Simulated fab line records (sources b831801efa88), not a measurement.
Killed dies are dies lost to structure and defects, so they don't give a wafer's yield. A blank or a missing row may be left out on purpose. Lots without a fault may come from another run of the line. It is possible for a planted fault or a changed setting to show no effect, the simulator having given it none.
Chamber matching + flow sky130 + rie diel-04 running SKY_PASSIVATION_ETCH_11: 3 sister chambers
The step etches the open film in CF4/O2, stops on AlCu, target depth 725 nm, time 161.1 s. 6 wafers are shown with their chamber, then 7 later ones without.

== WAFERS WITH THEIR CHAMBER ==
| wafer  | chamber | drypump motor current A (A) | cf4 flow sccm (sccm) |
|--------|---------|-----------------------------|----------------------|
| L939.5 | 2       | 5.7                         | 79.69                |
| L942.2 | 2       | 5.7                         | 79.82                |
| L942.3 | 0       | 5.4                         | 79.95                |
| L945.2 | 1       | 4.9                         | 80.08                |
| L945.4 | 0       | 5.4                         | 80.17                |
| L945.5 | 1       | 5.0                         | 79.93                |

== WAFERS WITHOUT THEIR CHAMBER ==
| wafer  | drypump motor current A (A) | cf4 flow sccm (sccm) |
|--------|-----------------------------|----------------------|
| L946.2 | 5.7                         | 79.89                |
| L946.3 | 4.9                         | 79.92                |
| L946.4 | 5.7                         | 80.14                |
| L947.4 | 5.7                         | 80.28                |
| L947.5 | 4.9                         | 80.32                |
| L950.4 | 5.5                         | 80.01                |
| L950.5 | 5.5                         | 80.00                |

== THE CHAMBER EACH PASSED THROUGH ==
| wafer  | from the rows above | in truth |
|--------|---------------------|----------|
| L946.2 | 2                   | 2        |
| L946.3 | 1                   | 1        |
| L946.4 | 2                   | 2        |
| L947.4 | 2                   | 2        |
| L947.5 | 1                   | 1        |
| L950.4 | 0                   | 0        |
| L950.5 | 0                   | 0        |
Placed correctly: 7 of 7. Can't be placed from these rows: 0. Number placed wrongly: 0.
How it was worked out, from the rows above alone: a wafer's distance from a chamber is the root of the sum, over the readings, of the square of ((its reading less the chamber's mean) divided by the reading's scatter). The wafer belongs to the nearest chamber; if the next one is less than 2 further off, it can't be placed. For every chamber, the mean is computed from those of its wafers that are shown. The scatter is the square root of a quotient: the sum, over the shown wafers, of each reading's squared deviation from its chamber's mean, divided by wafers minus chambers.
